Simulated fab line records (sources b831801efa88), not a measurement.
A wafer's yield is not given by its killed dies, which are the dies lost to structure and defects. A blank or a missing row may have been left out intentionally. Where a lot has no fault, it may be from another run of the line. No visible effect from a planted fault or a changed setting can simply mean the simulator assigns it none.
Matching of chambers	flow gf180mcu	GF_V5_CVD_02 on pecvd-03: 3 sister chambers
The step deposits SiO2 from TEOS, target thk 1450 nm, time 163.28 s. 3 wafers are shown with their chamber, then 7 later ones without.

== WAFERS PAIRED WITH THEIR CHAMBERS ==
wafer	chamber	heater power w (W)
L106.5	2	639
L107.6	0	613
L109.5	1	663

== WAFERS WITH NO CHAMBER GIVEN ==
wafer	heater power w (W)
L109.6	620
L110.3	740
L110.4	658
L110.5	615
L118.3	747
L118.4	607
L118.5	663

== WHICH CHAMBER EACH WENT THROUGH ==
wafer	from the rows above	in truth
L109.6	can't be placed: 0 or 2 or 1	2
L110.3	can't be placed: 1 or 2 or 0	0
L110.4	can't be placed: 1 or 2 or 0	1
L110.5	can't be placed: 0 or 2 or 1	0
L118.3	can't be placed: 1 or 2 or 0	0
L118.4	can't be placed: 0 or 2 or 1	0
L118.5	can't be placed: 1 or 2 or 0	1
Correct placement for 0 of the 7. These rows do not allow placing 7 (true chamber among the candidates in 7). Number placed wrongly: 0.
How it was worked out, from the rows above alone: a wafer's distance from a chamber is the root of the sum, over the readings, of the square of ((its reading less the chamber's mean) divided by the reading's scatter). If the next closest chamber is less than 2 further off than the closest, the wafer can't be placed; otherwise it belongs to the closest. The mean given for a chamber averages the wafers shown for that chamber. The scatter: with one shown wafer a chamber, the root of the mean of the squares of how far each hidden wafer lies from its nearest shown one.
